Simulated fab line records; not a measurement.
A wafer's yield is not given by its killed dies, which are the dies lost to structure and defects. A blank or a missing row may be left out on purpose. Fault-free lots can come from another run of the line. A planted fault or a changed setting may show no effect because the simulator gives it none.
fab line records	flow sky130
record: lots: 7	wafers: 21	lastDay: 50
route steps=708 shown LOCAL_INTERCONNECT@396 CONTACT@406 PAD_OPEN@708
lots that met no fault: from a run of the same line without faults
startH: hours from the record's opening day to when the first of the lot's shown wafers began	waitH: hours from the lot's prior step to this one	" as in the row above	L1.1+2: one row covering several wafers at once	- value missing, or start not given	* or withheld: withheld	< > ~ a bound
route shown NAME@n: NAME is a module with steps in the file, n the number in the route of the first one	usual: mean/standard deviation of fault-free wafers	same: alike in all rows	chamber/n: place in a boat	sites: the reading at each site	_std_site: standard deviation across them	_edge_site: inner sites' mean taken away from outer sites' mean	radiusMm: for every site, how far away it sits from the centre of the wafer	mask NAME#n: copy n	behind: the last tool/chamber to shape the wafer	hold: cause of the lot's hold/its duration in hours/its outcome	device: names the non-switching transistor (n, p or np)	end of line: tests of these same wafers at the route's end	step lacking rows: just its recipe	killed: dies that structure and defects cost at the first sort, which is not the same as the wafer's yield	map: dies across one wafer; x = killed, . = not, _ = none there
set.NAME: the run value of the setting; set.NAME@STEP: its run value at that earlier step	model.NAME: the simulator's own value behind a step, which no gauge read
lots at selected steps of the route; one table per step, one row per wafer
services: a tool's chamber out of use, with start hour (startH, from the record's first day; less than 0 if before it), hours out, and reason
== steps ==
step: SKY_LOCAL_INTERCONNECT_PEB_09
recipe: pebTempC: withheld	pebTimeS: withheld	resist: KrF-thick
step: SKY_LOCAL_INTERCONNECT_DEVELOP_10
recipe: developTimeS: 60	resist: KrF-thick	devTempC: 21
step: SKY_LOCAL_INTERCONNECT_CD_MEAS_11
recipe: targetCdNm: 170
usual: cdNm: 169.3/1.4
lot.wafer	tool	chamber	startH	waitH	cdNm
L100.3	cdSem-02	-	725.89	-	168.7
L100.5	"	-	"	"	169.2
L100.6	"	-	"	"	167.5
L105.1	cdSem-02	-	756.36	-	170.1
L105.2	"	-	"	"	169.2
L105.6	"	-	"	"	168.9
L111.2	cdSem-01	-	801.55	-	169.1
L111.4	"	-	"	"	169.9
L111.6	"	-	"	"	169.5
L112.1	cdSem-01	-	806.75	-	170.1
L112.2	"	-	"	"	169.2
L112.6	"	-	"	"	169.9
L113.1	cdSem-01	-	820.10	-	170.4
L113.4	"	-	"	"	171.6
L113.6	"	-	"	"	171.0
L119.1	cdSem-01	-	855.56	-	169.5
L119.5	"	-	"	"	169.6
L119.6	"	-	"	"	169.9
L122.1	cdSem-02	-	877.71	-	170.8
L122.2	"	-	"	"	169.6
L122.3	"	-	"	"	168.8
step: SKY_LOCAL_INTERCONNECT_OVL_MEAS_12
usual: LOCAL_INTERCONNECT_OVL: -2/5.4
lot.wafer	tool	chamber	startH	waitH	LOCAL_INTERCONNECT_OVL[nm]
L100.3	overlay-01	-	725.98	0.1	1
L100.5	"	-	"	"	-10
L100.6	"	-	"	"	1
L105.1	overlay-01	-	756.48	0.1	-2
L105.2	"	-	"	"	-3
L105.6	"	-	"	"	-5
L111.2	overlay-02	-	801.65	0.1	6
L111.4	"	-	"	"	-1
L111.6	"	-	"	"	-1
L112.1	overlay-01	-	806.87	0.1	-3
L112.2	"	-	"	"	2
L112.6	"	-	"	"	-1
L113.1	overlay-02	-	820.22	0.1	2
L113.4	"	-	"	"	-4
L113.6	"	-	"	"	-2
L119.1	overlay-02	-	855.68	0.1	-11
L119.5	"	-	"	"	-3
L119.6	"	-	"	"	-2
L122.1	overlay-01	-	877.83	0.1	-13
L122.2	"	-	"	"	-10
L122.3	"	-	"	"	-3
step: SKY_LOCAL_INTERCONNECT_ETCH_13
recipe: chemistry: N2/H2	target: BARC	ionEnergyEv: 200	biasW: 100	pressureMtorr: 30	n2FlowSccm: 100	h2FlowSccm: 200	icpW: 500	stopOn: SiO2	timeS: 45.9	targetDepthA: 600
usual: drypumpMotorCurrentA: 5.7/0.52	oesProductAu: 0.855/0.0047	rfFwdPowerW: 495.2/2	throttleValvePct: 13.225/0.0089
lot.wafer	tool	chamber	startH	waitH	drypumpMotorCurrentA	oesProductAu	rfFwdPowerW	rfHoursCounterH	throttleValvePct
L100.3	rieMetal-04	0	726.03	0.0	5.6	0.849	493.5	-	13.234
L100.5	"	0	"	"	5.6	0.861	494.4	-	13.221
L100.6	"	1	"	"	5.1	0.864	495.2	-	13.222
L105.1	rieMetal-01	0	756.52	0.0	5.9	0.862	494.0	2	13.215
L105.2	"	1	"	"	6.1	0.859	495.1	7	13.227
L105.6	"	0	"	"	5.9	0.858	494.1	-	13.209
L111.2	rieMetal-02	0	801.68	0.0	5.2	0.852	496.5	12	13.210
L111.4	"	0	"	"	5.2	0.859	495.8	-	13.230
L111.6	"	0	"	"	5.2	0.850	496.1	-	13.232
L112.1	rieMetal-04	0	806.91	0.0	5.6	0.850	492.3	1	13.235
L112.2	"	1	"	"	5.1	0.852	492.0	20	13.237
L112.6	"	0	"	"	5.6	0.855	490.5	-	13.215
L113.1	rieMetal-04	0	820.26	0.0	5.6	0.857	493.0	2	13.218
L113.4	"	0	"	"	5.6	0.854	496.2	-	13.221
L113.6	"	0	"	"	5.6	0.863	493.1	-	13.231
L119.1	rieMetal-02	0	855.72	0.0	5.2	0.853	497.4	15	13.215
L119.5	"	0	"	"	5.2	0.858	495.8	-	13.239
L119.6	"	1	"	"	6.6	0.854	497.0	-	13.221
L122.1	rieMetal-02	0	877.87	0.0	5.2	0.852	494.8	15	13.220
L122.2	"	1	"	"	6.6	0.856	494.0	1	13.222
L122.3	"	1	"	"	6.6	0.853	495.6	-	13.224
step: SKY_LOCAL_INTERCONNECT_METAL_ETCH_14
recipe: targetDepthNm: 110	stopOn: PSG	chemistry: Cl2/BCl3	target: TiN	resistSidewallDeg: 88	pressureMtorr: 10	icpW: 900	biasW: 48.5	Cl2_flow_sccm: 60	bcl3FlowSccm: 30	timeS: 31.4
usual: drypumpMotorCurrentA: 5.7/0.52	oesProductAu: 0.942/0.0074	rfFwdPowerW: 889/3.8	throttleValvePct: 21.901/0.011
lot.wafer	tool	chamber	startH	waitH	drypumpMotorCurrentA	oesProductAu	rfFwdPowerW	rfHoursCounterH	throttleValvePct
L100.3	rieMetal-04	0	726.09	0.0	5.6	0.944	891	-	21.905
L100.5	"	0	"	"	5.6	0.955	891	-	21.875
L100.6	"	1	"	"	5.1	0.948	889	-	21.904
L105.1	rieMetal-01	0	756.58	0.0	5.9	0.946	883	2	21.894
L105.2	"	1	"	"	6.1	0.936	889	7	21.898
L105.6	"	0	"	"	5.9	0.951	886	-	21.917
L111.2	rieMetal-02	0	801.75	0.0	5.2	0.952	890	12	21.902
L111.4	"	0	"	"	5.2	0.943	892	-	21.917
L111.6	"	0	"	"	5.2	0.952	891	-	21.902
L112.1	rieMetal-04	0	806.97	0.0	5.5	0.947	888	1	21.909
L112.2	"	1	"	"	5.1	0.941	890	20	21.889
L112.6	"	0	"	"	5.6	0.949	885	-	21.883
L113.1	rieMetal-04	0	820.38	0.1	5.6	0.950	881	2	21.903
L113.4	"	0	"	"	5.5	0.953	886	-	21.892
L113.6	"	0	"	"	5.6	0.940	882	-	21.907
L119.1	rieMetal-02	0	855.78	0.0	5.2	0.937	892	15	21.910
L119.5	"	0	"	"	5.2	0.931	890	-	21.919
L119.6	"	1	"	"	6.6	0.925	894	-	21.914
L122.1	rieMetal-02	0	877.93	0.0	5.2	0.955	888	15	21.870
L122.2	"	1	"	"	6.6	0.945	892	1	21.894
L122.3	"	1	"	"	6.6	0.945	893	-	21.892
step: SKY_LOCAL_INTERCONNECT_STRIP_15
recipe: chemistry: O2/N2	powerW: 1400	pressureMtorr: 1500	platenTempC: withheld	o2FlowSccm: 3000	n2FlowSccm: 300	overashFraction: 0.5
usual: drypumpMotorCurrentA: 5.76/0.14	oesProductAu: 0.426/0.004	stripTimeToEndpointS: 4.721/0.018
lot.wafer	tool	chamber	startH	waitH	drypumpMotorCurrentA	oesProductAu	rfHoursCounterH	stripTimeToEndpointS
L100.3	plasmaAsher-03	1	726.15	0.1	5.69	0.429	-	4.727
L100.5	"	1	"	"	5.68	0.429	-	4.740
L100.6	"	0	"	"	5.96	0.427	-	4.740
L105.1	plasmaAsher-01	1	756.63	0.0	5.72	0.431	65	4.715
L105.2	"	0	"	"	5.73	0.425	65	4.734
L105.6	"	0	"	"	5.74	0.416	-	4.700
L111.2	plasmaAsher-01	0	801.80	0.0	5.76	0.428	69	4.688
L111.4	"	0	"	"	5.74	0.437	-	4.699
L111.6	"	0	"	"	5.76	0.432	-	4.684
L112.1	plasmaAsher-01	1	807.02	0.0	5.74	0.428	70	4.734
L112.2	"	0	"	"	5.75	0.423	70	4.728
L112.6	"	0	"	"	5.75	0.427	-	4.738
L113.1	plasmaAsher-04	0	820.49	0.1	5.29	0.431	7	4.744
L113.4	"	1	"	"	5.63	0.431	-	4.759
L113.6	"	0	"	"	5.31	0.422	-	4.749
L119.1	plasmaAsher-01	1	855.83	0.0	5.72	0.426	74	4.699
L119.5	"	1	"	"	5.73	0.424	-	4.736
L119.6	"	0	"	"	5.74	0.428	-	4.694
L122.1	plasmaAsher-01	1	877.99	0.0	5.73	0.424	77	4.698
L122.2	"	0	"	"	5.77	0.430	77	4.711
L122.3	"	1	"	"	5.74	0.419	-	4.717
step: SKY_LOCAL_INTERCONNECT_STRIP_16
recipe: chemistry: postEtchResidueRemover	timeS: 1200	tempC: 72.5
step: SKY_LOCAL_INTERCONNECT_CLEAN_17
recipe: chemistry: IPA	timeS: 180	tempC: 25
step: SKY_LOCAL_INTERCONNECT_CLEAN_18
recipe: chemistry: O3/DIW	dry: n2Spin
step: SKY_CONTACT_CVD_00
recipe: material: Si3N4	targetThkNm: 75	tempC: 400	timeS: withheld	rfW: 450
usual: heaterPowerOuterW: 421/100	heaterPowerW: 706/110	rfFwdPowerW: 443.0/2.4	susceptorTempC: 400.03/0.23
lot.wafer	tool	chamber	startH	waitH	heaterPowerOuterW	heaterPowerW	rfFwdPowerW	susceptorTempC
L100.3	pecvd-02	2	726.74	0.0	412	675	443.6	400.20
L100.5	"	0	"	"	437	739	442.5	400.40
L100.6	"	1	"	"	352	673	442.6	400.20
L105.1	pecvd-04	2	757.23	0.0	678	992	443.6	399.85
L105.2	"	1	"	"	323	583	443.9	400.04
L105.6	"	2	"	"	722	1014	442.7	399.80
L111.2	pecvd-04	0	802.43	0.0	473	778	442.7	400.15
L111.4	"	2	"	"	695	990	444.0	400.36
L111.6	"	1	"	"	390	671	443.7	400.46
L112.1	pecvd-01	0	807.61	0.0	362	573	446.5	400.12
L112.2	"	2	"	"	420	746	441.8	400.02
L112.6	"	1	"	"	447	793	443.1	399.84
L113.1	pecvd-04	0	821.08	0.0	464	749	441.1	399.78
L113.4	"	2	"	"	660	973	446.4	399.98
L113.6	"	1	"	"	376	669	443.8	399.75
L119.1	pecvd-04	0	856.43	0.0	417	689	443.6	400.18
L119.5	"	0	"	"	409	701	443.6	400.20
L119.6	"	1	"	"	381	669	445.4	399.90
L122.1	pecvd-02	1	878.58	0.0	258	570	443.4	399.72
L122.2	"	2	"	"	415	674	441.6	400.31
L122.3	"	0	"	"	389	678	444.3	399.98
step: SKY_CONTACT_THK_MEAS_01
recipe: reads: Si3N4_of_CONTACT_CVD_00
usual: CONTACT_CVD_00_THK: 74.6/0.84
lot.wafer	tool	chamber	startH	waitH	CONTACT_CVD_00_THK[nm]
L100.3	filmMetro-04	-	726.80	-	73.4
L100.5	"	-	"	"	75.7
L100.6	"	-	"	"	75.2
L105.1	filmMetro-03	-	757.26	-	73.2
L105.2	"	-	"	"	74.0
L105.6	"	-	"	"	74.5
L111.2	filmMetro-04	-	802.47	-	73.5
L111.4	"	-	"	"	75.8
L111.6	"	-	"	"	75.1
L112.1	filmMetro-02	-	807.65	-	74.4
L112.2	"	-	"	"	73.6
L112.6	"	-	"	"	74.4
L113.1	filmMetro-04	-	821.11	-	73.7
L113.4	"	-	"	"	75.2
L113.6	"	-	"	"	74.7
L119.1	filmMetro-02	-	856.47	-	73.5
L119.5	"	-	"	"	74.6
L119.6	"	-	"	"	75.7
L122.1	filmMetro-03	-	878.61	-	74.1
L122.2	"	-	"	"	73.6
L122.3	"	-	"	"	73.3
step: SKY_CONTACT_HDPCVD_02
recipe: material: SiO2	targetThkNm: 565	sigmaOpenFrac: 0.3	timeS: 94.2	tempC: 600	sih4FlowSccm: 60	pressureMtorr: 6
usual: runLengthS: 121.7/0.45	susceptorTempC: 599.99/0.29
lot.wafer	tool	chamber	startH	waitH	runLengthS	susceptorTempC	model.SiO2_of_CONTACT_HDPCVD_02.thkNm
L100.3	hdpcvd-01	1	726.87	0.1	121.8	600.17	560.3
L100.5	"	1	"	"	122.7	599.73	556.5
L100.6	"	0	"	"	121.3	599.31	552.4
L105.1	hdpcvd-02	1	757.32	0.1	120.8	600.37	564.1
L105.2	"	0	"	"	122.2	600.05	559.9
L105.6	"	2	"	"	121.7	600.37	563.5
L111.2	hdpcvd-01	0	802.52	0.0	122.1	600.14	557.3
L111.4	"	0	"	"	115.9	-	523.4
L111.6	"	1	"	"	116.0	-	515.5
L112.1	hdpcvd-01	2	807.71	0.1	121.9	599.52	563.9
L112.2	"	1	"	"	122.1	599.89	567.4
L112.6	"	0	"	"	115.7	-	528.7
L113.1	hdpcvd-01	1	821.17	0.1	121.9	600.32	570.9
L113.4	"	0	"	"	115.6	-	536.8
L113.6	"	2	"	"	115.5	-	537.4
L119.1	hdpcvd-02	0	856.53	0.1	122.4	600.00	566.2
L119.5	"	0	"	"	122.3	599.50	566
L119.6	"	1	"	"	120.9	600.28	562.8
L122.1	hdpcvd-01	2	878.67	0.1	121.5	600.09	566.5
L122.2	"	1	"	"	121.7	600.27	571
L122.3	"	0	"	"	121.4	599.72	567.8
step: SKY_CONTACT_THK_MEAS_03
recipe: reads: SiO2_of_CONTACT_HDPCVD_02
usual: CONTACT_HDPCVD_THK: 564/5.4
lot.wafer	tool	chamber	startH	waitH	CONTACT_HDPCVD_THK[nm]
L100.3	filmMetro-04	-	726.96	0.1	560
L100.5	"	-	"	"	557
L100.6	"	-	"	"	552
L105.1	filmMetro-02	-	757.39	0.0	564
L105.2	"	-	"	"	560
L105.6	"	-	"	"	564
L111.2	filmMetro-02	-	802.60	0.0	557
L111.4	"	-	"	"	523
L111.6	"	-	"	"	516
L112.1	filmMetro-03	-	807.78	0.0	564
L112.2	"	-	"	"	567
L112.6	"	-	"	"	529
L113.1	filmMetro-03	-	821.24	0.0	571
L113.4	"	-	"	"	537
L113.6	"	-	"	"	537
L119.1	filmMetro-03	-	856.59	0.0	566
L119.5	"	-	"	"	566
L119.6	"	-	"	"	563
L122.1	filmMetro-04	-	878.74	0.0	567
L122.2	"	-	"	"	571
L122.3	"	-	"	"	568
step: SKY_CONTACT_CMP_04
recipe: material: SiO2	downForcePsi: 4	platenRpm: 60	padVelocityMS: 0.94248
usual: headPressurePsi: 4.001/0.0081	motorCurrentA: 12.0/1.1	platenRpm: 60.00/0.041	timeToEndpointS: 81/3.9
lot.wafer	tool	chamber	startH	waitH	headPressurePsi	motorCurrentA	platenRpm	timeToEndpointS
L100.3	cmp-02	2	727.10	0.1	4.003	10.3	59.99	80
L100.6	"	0	"	"	3.994	11.6	59.95	76
L100.5	"	1	"	"	4.024	11.6	60.00	79
L105.2	cmp-01	2	757.51	0.1	4.005	13.6	59.99	76
L105.1	"	3	"	"	4.002	12.2	60.02	79
L105.6	"	2	"	"	3.986	13.2	59.94	82
L111.2	cmp-01	1	802.77	0.2	4.005	11.6	59.95	77
L111.4	"	3	"	"	3.998	11.9	60.03	66
L111.6	"	0	"	"	3.990	13.2	59.98	66
L112.1	cmp-01	0	807.84	0.1	4.008	13.6	60.05	78
L112.2	"	2	"	"	3.996	13.8	60.02	81
L112.6	"	0	"	"	3.998	13.2	60.00	67
L113.4	cmp-02	0	821.30	0.0	3.999	11.2	59.98	76
L113.1	"	3	"	"	3.999	10.5	59.98	87
L113.6	"	0	"	"	3.991	11.1	59.95	76
L119.1	cmp-02	0	856.65	0.1	3.991	11.4	59.96	84
L119.5	"	0	"	"	4.002	11.3	59.91	85
L119.6	"	1	"	"	4.010	11.6	60.01	82
L122.3	cmp-01	3	878.80	0.0	3.998	12.4	59.98	78
L122.1	"	1	"	"	3.997	11.3	60.04	81
L122.2	"	2	"	"	3.996	13.4	60.01	82
step: SKY_CONTACT_BOW_MEAS_05
recipe: mode: bow
usual: CONTACT_BOW: 82/7
lot.wafer	tool	chamber	startH	waitH	CONTACT_BOW[um]
L100.3	filmMetro-03	-	727.34	0.2	75
L100.5	"	-	"	"	90
L100.6	"	-	"	"	88
L105.1	filmMetro-03	-	757.78	0.2	80
L105.2	"	-	"	"	83
L105.6	"	-	"	"	86
L111.2	filmMetro-02	-	803.04	0.2	86
L111.4	"	-	"	"	93
L111.6	"	-	"	"	94
L112.1	filmMetro-03	-	808.14	0.2	86
L112.2	"	-	"	"	81
L112.6	"	-	"	"	84
L113.1	filmMetro-04	-	821.60	0.1	76
L113.4	"	-	"	"	68
L113.6	"	-	"	"	63
L119.1	filmMetro-04	-	856.95	0.2	80
L119.5	"	-	"	"	84
L119.6	"	-	"	"	82
L122.1	filmMetro-03	-	879.10	0.1	77
L122.2	"	-	"	"	93
L122.3	"	-	"	"	87
step: SKY_PAD_OPEN_PROBE_99
usual: killed_at_M0_to_M3: 43/7.1	killed_at_M4_up: 3.3/2	killedAtContacts: 24/5.1	killedAtFrontEnd: 15/4.6	killedAtOther: 0.3/0.6	killedDies: 86/9.6	killedOpen: 46/7.3	killedShort: 39/6.7
same: grossDies: 492	killedAtBackSide: 0
lot.wafer	tool	chamber	startH	waitH	killed_at_M0_to_M3	killed_at_M4_up	killedAtContacts	killedAtFrontEnd	killedAtOther	killedDies	killedOpen	killedShort
L111.2	prober-02	-	1146.15	0.1	44	5	29	18	0	96	46	48
L111.4	prober-02	-	1146.25	0.2	34	1	26	20	0	81	39	42
L111.6	prober-02	-	1146.35	0.2	50	0	27	18	1	96	49	44
L113.1	prober-02	-	1160.43	0.1	47	2	17	14	0	80	42	38
L113.4	prober-02	-	1160.58	0.2	49	2	19	16	0	86	46	40
L113.6	prober-02	-	1160.68	0.2	39	1	24	7	0	71	35	36
killed by level:class
L111.2 VIA3:geometricParticle:open=10 CONTACT:geometricParticle:open=9 METAL1:geometricParticle:short=8 LI_CONTACT:geometricParticle:open=7 VIA1:geometricParticle:open=6 VIA3:geometricParticle:short=6 LI_CONTACT:geometricParticle:short=5 FIELD_ISO:geometricParticle:open=4
L111.4 LI_CONTACT:geometricParticle:open=7 CONTACT:geometricParticle:open=7 FIELD_ISO:geometricParticle:short=6 METAL2:geometricParticle:short=6 CONTACT:geometricParticle:short=6 VIA2:geometricParticle:open=6 FIELD_ISO:geometricParticle:open=5 POLY_GATE:geometricParticle:short=5
L111.6 METAL1:geometricParticle:short=10 CONTACT:geometricParticle:open=10 VIA2:geometricParticle:open=8 POLY_GATE:geometricParticle:open=6 CONTACT:geometricParticle:short=6 VIA1:geometricParticle:open=6 VIA3:geometricParticle:open=6 LI_CONTACT:geometricParticle:open=5
L113.1 VIA1:geometricParticle:open=12 METAL2:geometricParticle:short=8 CONTACT:geometricParticle:open=6 VIA2:geometricParticle:open=5 VIA3:geometricParticle:open=5 LI_CONTACT:geometricParticle:open=4 METAL1:geometricParticle:short=4 VIA1:geometricParticle:short=4
L113.4 VIA2:geometricParticle:open=10 VIA1:geometricParticle:open=9 LI_CONTACT:geometricParticle:open=8 LOCAL_INTERCONNECT:geometricParticle:short=6 METAL1:geometricParticle:short=6 METAL3:geometricParticle:short=6 POLY_CUT:geometricParticle:open=5 VIA3:geometricParticle:short=5
L113.6 METAL2:geometricParticle:short=10 CONTACT:geometricParticle:open=9 LOCAL_INTERCONNECT:geometricParticle:short=7 VIA1:geometricParticle:open=6 VIA3:geometricParticle:open=5 VIA2:geometricParticle:open=5 CONTACT:geometricParticle:short=4 METAL1:geometricParticle:short=4
== services ==
tool	chamber	startH	hours	kind
cmp-02	-	705.30	5.1	pm
rieMetal-02	-	716.44	28.1	pm
hdpcvd-01	2	717.48	19.9	repair
pecvd-02	-	719.61	2.8	pm
cmp-01	-	727.94	9.3	pm
rieMetal-01	0	735.80	5.2	repair
cmp-01	-	737.24	8.0	pm
cmp-01	-	745.20	4.0	pm
hdpcvd-01	2	755.20	27.1	repair
rieMetal-02	-	756.43	0.3	repair
pecvd-02	-	757.61	1.1	repair
cmp-02	-	762.45	1.9	repair
pecvd-02	-	763.51	2.7	repair
hdpcvd-01	1	768.99	4.5	repair
hdpcvd-02	-	778.30	5.5	pm
cmp-01	-	788.27	5.7	pm
hdpcvd-02	-	790.33	14.6	pm
pecvd-04	-	803.84	5.5	pm
pecvd-02	-	805.26	1.1	repair
hdpcvd-02	0	833.49	4.1	repair
pecvd-02	2	846.26	6.0	repair
cmp-01	-	853.36	0.3	repair
hdpcvd-02	-	861.50	0.9	repair
pecvd-04	-	875.72	1.6	repair
== key ==
firstSign: step: SKY_CONTACT_HDPCVD_02	reading: runLengthS	direction: down	sigmas: 13	usual: *	struck: *
effect: step: SKY_CONTACT_THK_MEAS_03	reading: CONTACT_HDPCVD_THK	direction: down	sigmas: 6.7	usual: 564	struck: 528
effect: step: SKY_CONTACT_CMP_04	reading: timeToEndpointS	direction: down	sigmas: 2.8	usual: *	struck: *
modelEffect: step: SKY_CONTACT_HDPCVD_02	value: SiO2_of_CONTACT_HDPCVD_02.thkNm	without: 563.4	struck: 528.4
metAt SKY_CONTACT_HDPCVD_02
struckWafers L111.4,L111.6,L112.6,L113.4,L113.6
testerLeftOut L111,L112,L113
onsetBetween 726.87 802.52
fault: kind: processParameterDrift	tool: hdpcvd-01	chamber: -	onsetH: 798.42	steps: SKY_CONTACT_HDPCVD_02	channel: timeS	offset: *	shape: step	endH: 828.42	scope: struckWafersOnly	actsIn: *	stated: *
testerLeftOut: of these lots the tester's yield and bins aren't shown, on N5 and GAA mostly nor the transistor test; their killed dies are dies lost to structure and defects alone, not to doping, threshold or leakage, so they don't give the yield
